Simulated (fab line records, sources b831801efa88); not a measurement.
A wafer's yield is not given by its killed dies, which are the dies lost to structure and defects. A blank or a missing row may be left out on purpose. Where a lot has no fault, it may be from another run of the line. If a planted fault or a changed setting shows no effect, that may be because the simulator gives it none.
Which tool is to blame? ; flow sky130 ; 36 wafers sampled from 12 lots at 1 step of a route of 708

WHAT THE GAUGES SHOWED, per wafer
SKY_FIELD_ISO_BOW_MEAS_00.
lot;measured;on;INCOMING_BOW (um)
L075;day 1 15:02;filmMetro-02;2 0 -2
L077;day 2 01:01;filmMetro-04;7 -3 -6
L079;day 2 11:04;filmMetro-03;14 -14 -7
L081;day 2 21:01;filmMetro-03;-4 7 8
L083;day 3 07:00;filmMetro-04;-6 -6 -8
L085;day 3 17:02;filmMetro-04;-1 -5 -5
L087;day 4 03:00;filmMetro-03;5 -4 -4
L089;day 4 13:04;filmMetro-02;-5 -8 3
L091;day 4 23:04;filmMetro-02;-6 7 0
L093;day 5 09:02;filmMetro-04;-12 2 -6
L095;day 5 19:00;filmMetro-04;3 6 -6
L097;day 6 05:02;filmMetro-03;6 -5 -3

EACH LOT AND THE TOOL THAT RAN IT (in order: tool; ch and the chambers of the sampled wafers; start)
The record holds no process step before these readings.

THE ANSWER, worked out from the rows above alone
Rule: the usual values come from the lots themselves. Put in order of their means at a reading, lots are off if they are a third of the lots or fewer, leave a main group of 4 or more, and stand apart from it by a gap of 3 or more times the standard deviation of the main group's means; of several such gaps the widest counts. The tables above print the reading to a certain number of digits; a main group whose means all agree to those digits is not used. A lot without any number at a reading at which 4 lots or more have one is off too. The other lots that the step has rows for count as sound.
Across all readings shown, no lot is off: no conclusion can be drawn from this.

WHAT THE SIMULATOR PUT IN
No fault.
